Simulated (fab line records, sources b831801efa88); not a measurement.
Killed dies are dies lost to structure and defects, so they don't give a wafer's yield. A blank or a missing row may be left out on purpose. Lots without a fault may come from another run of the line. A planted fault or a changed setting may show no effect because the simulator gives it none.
A struck lot beside a sound one | flow sky130 | 20 steps out of a route of 708
Sound: wafers L253.1, L253.2, L253.4. Struck: wafers L252.1, L252.4, L252.6. The cause comes at the end.
At each step with rows: each side's tool, then ch and its chambers, then its first start. Under that, the readings that differ: sound wafers | struck wafers | difference of the means | sigmas: that difference in standard deviations of wafers without a fault.
alike: readings whose means differ by less than 2 such deviations, and words and numbers that are the same on both sides. not compared: withheld readings, readings that some wafer has no value for, bounds like >300 that may hide the same value, and numbers for which the record gives no deviation and whose values overlap.
The two part at a step that has a row with sigmas, a row that says differs or no value, or rows on one side only. Numbers that don't overlap but have no deviation are shown without sigmas and don't part them. A reading that every wafer of one side lacks parts them only if that side has two wafers or more.

first, 6 steps without rows for these wafers: SKY_VT_ADJUST_PCH_HMDS_01 (prime time 60 s); SKY_VT_ADJUST_PCH_COAT_02 (resist thk 3000 nm); SKY_VT_ADJUST_PCH_SOFTBAKE_03; SKY_VT_ADJUST_PCH_EXPOSE_04 (exposes mask NWM, target cd 840 nm); SKY_VT_ADJUST_PCH_PEB_05; SKY_VT_ADJUST_PCH_DEVELOP_06 (develop time 60 s).
SKY_VT_ADJUST_PCH_OVL_MEAS_07:
  sound on overlay-01, day 13 18:13; struck on overlay-01, day 13 08:31
  alike: VT_ADJUST_PCH_OVL
then, 1 step without rows for these wafers: SKY_VT_ADJUST_PCH_IMPLANT_08.
SKY_VT_ADJUST_PCH_STRIP_09: strips in O2/N2.
  sound on plasma_asher-04 ch 0,1, day 13 18:24; struck on plasma_asher-02 ch 0,1, day 13 08:42
  alike: drypump_motor_current_A, o2_flow_sccm, oes_product_au, strip_time_to_endpoint_s
  not compared: rf_hours_counter_h
SKY_VT_ADJUST_PCH_TW_MEAS_10:
  sound on film_metro-01, day 13 18:30; struck on film_metro-02, day 13 08:48
  alike: VT_ADJUST_PCH_TW
then, 2 steps without rows for these wafers: SKY_SONOS_TUNNEL_DEHYDRATE_00 (time 60 s); SKY_SONOS_TUNNEL_HMDS_01 (prime time 60 s).
SKY_SONOS_TUNNEL_COAT_02: resist thk 1140 nm.
  sound on litho_track-02 ch 0, day 14 07:07; struck on litho_track-02, day 13 21:25
  no value came back on the struck wafers for chill_plate_temp_C (C), dispense_pressure_kPa (kPa); on the sound wafers chill_plate_temp_C (C) reads 23.00 23.04 22.98
then, 4 steps without rows for these wafers: SKY_SONOS_TUNNEL_SOFTBAKE_03 (time 60 s); SKY_SONOS_TUNNEL_EXPOSE_04 (exposes mask TUNM, target cd 410 nm); SKY_SONOS_TUNNEL_PEB_05; SKY_SONOS_TUNNEL_DEVELOP_06 (develop time 60 s).
SKY_SONOS_TUNNEL_CD_MEAS_07: target cd 410 nm.
  sound on cd_sem-02, day 14 21:21; struck on cd_sem-02, day 14 10:01
  reading    | sound             | struck | difference                    | sigmas
  cd_nm (nm) | 411.8 410.4 410.6 | - - -  | no value on the struck wafers |
SKY_SONOS_TUNNEL_OVL_MEAS_08:
  sound on overlay-02, day 14 21:28; struck on overlay-01, day 14 10:08
  reading               | sound        | struck | difference                    | sigmas
  SONOS_TUNNEL_OVL (nm) | 0.1 0.5 -0.6 | - - -  | no value on the struck wafers |
-- the record jumps here: 34 days lie between the struck wafers' starts before and after (it left off in module SONOS_TUNNEL and takes up again in module PAD_OPEN, whose first step shown is number 708 of the route) --
SKY_PAD_OPEN_PROBE_99:
  sound on prober-02, day 48 06:13; struck on prober-01, day 47 22:42
  reading             | sound    | struck                                                               | difference                   | sigmas
  hold                | - - -    | await_dispo/5.3h/scrap await_dispo/5.3h/scrap await_dispo/5.3h/scrap | no value on the sound wafers |
  killed_at_M4_up     | 7 3 3    | 0 2 0                                                                | -4                           | -2
  killed_at_front_end | 20 23 21 | 418 417 424                                                          | +398                         | +93
  killed_dies         | 93 86 93 | 492 492 492                                                          | +401                         | +47
  killed_on_rim       | 29 23 12 | 96 96 96                                                             | +75                          | +19
  alike: killed_at_M0_to_M3, killed_at_contacts, killed_at_other, killed_open, killed_short

WHERE THEY PART
First at SKY_SONOS_TUNNEL_COAT_02; last, within this record, at SKY_PAD_OPEN_PROBE_99.

WHY: what the simulator had put in
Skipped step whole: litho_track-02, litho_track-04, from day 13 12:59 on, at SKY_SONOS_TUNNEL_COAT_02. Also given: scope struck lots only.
